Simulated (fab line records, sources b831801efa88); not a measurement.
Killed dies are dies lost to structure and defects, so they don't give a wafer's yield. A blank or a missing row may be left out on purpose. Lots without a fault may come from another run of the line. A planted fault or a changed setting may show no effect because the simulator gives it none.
A struck lot beside a sound one | flow gf180mcu | 15 steps out of a route of 602
Sound: wafers L753.1, L753.3, L753.4. Struck: wafer L761.3. (L761.2, L761.4 of the same lot were not struck and are left out.) The cause comes at the end.
At each step with rows: each side's tool, then ch and its chambers, then its first start. Under that, the readings that differ: sound wafers | struck wafers | difference of the means | sigmas: that difference in standard deviations of wafers without a fault.
alike: readings whose means differ by less than 2 such deviations, and words and numbers that are the same on both sides. not compared: withheld readings, readings that some wafer has no value for, bounds like >300 that may hide the same value, and numbers for which the record gives no deviation and whose values overlap.
The two part at a step that has a row with sigmas, a row that says differs or no value, or rows on one side only. Numbers that don't overlap but have no deviation are shown without sigmas and don't part them. A reading that every wafer of one side lacks parts them only if that side has two wafers or more.

GF_V3_BOW_MEAS_05:
  sound on film_metro-04, day 22 22:43; struck on film_metro-01, day 25 07:11
  reading     | sound       | struck | difference | sigmas
  V3_BOW (um) | 111 114 103 | 141    | +32        | +4
then, 8 steps without rows for these wafers: GF_V3_DEHYDRATE_06 (time 60 s); GF_V3_HMDS_07 (prime time 60 s); GF_V3_COAT_08; GF_V3_COAT_09 (resist thk 1000 nm); GF_V3_SOFTBAKE_10 (time 60 s); GF_V3_EXPOSE_11 (exposes mask Via3, target cd 260 nm); GF_V3_PEB_12 (peb time 90 s); GF_V3_DEVELOP_13 (develop time 60 s).
GF_V3_CD_MEAS_14: target cd 260 nm.
  sound on cd_sem-02, day 23 21:38; struck on cd_sem-01, day 26 04:28
  alike: cd_nm
GF_V3_OVL_MEAS_15:
  sound on overlay-01, day 23 21:45; struck on overlay-01, day 26 04:35
  reading     | sound  | struck | difference | sigmas
  V3_OVL (nm) | 2 -1 3 | 11     | +10        | +2
GF_V3_ETCH_16: etches BARC in N2/H2.
  sound on rie_diel-02 ch 0,1,3, day 23 21:47; struck on rie_diel-01 ch 3, day 26 04:37
  reading                     | sound       | struck | difference | sigmas
  drypump_motor_current_A (A) | 5.7 6.2 6.3 | 5.0    | -1.1       | -2
  alike: bias_w, h2_flow_sccm, oes_product_au, throttle_valve_pct
GF_V3_ETCH_17: etches SiO2 in C4F8/O2/Ar, stops on TiN, target depth 635 nm.
  sound on rie_diel-02 ch 0,1,3, day 23 21:00; struck on rie_diel-01 ch 3, day 26 04:00
  reading    | sound          | struck | difference | sigmas
  bias_w (W) | 1203 1199 1198 | 1305   | +105       | +27
  alike: oes_product_au
  not compared: model.TiN_of_M3_SPUTTER_04.thk_nm
GF_V3_STRIP_18: strips in O2/N2.
  sound on plasma_asher-03 ch 0,1, day 23 21:55; struck on plasma_asher-02 ch 0, day 26 04:44
  reading            | sound       | struck | difference | sigmas
  heater_power_w (W) | 300 350 304 | 402    | +84        | +3
  alike: drypump_motor_current_A, oes_product_au
  not compared: rf_hours_counter_h
-- the record jumps here: 6 days lie between the struck wafers' starts before and after (it left off in module V3 and takes up again in module PASSIVATION, whose first step shown is number 602 of the route) --
GF_PASSIVATION_PROBE_99:
  the record has rows for the struck wafers here (prober-01, day 32 05:47) and none for the sound ones

WHERE THEY PART
First at GF_V3_BOW_MEAS_05; last, within this record, at GF_PASSIVATION_PROBE_99.

WHY: what the simulator had put in
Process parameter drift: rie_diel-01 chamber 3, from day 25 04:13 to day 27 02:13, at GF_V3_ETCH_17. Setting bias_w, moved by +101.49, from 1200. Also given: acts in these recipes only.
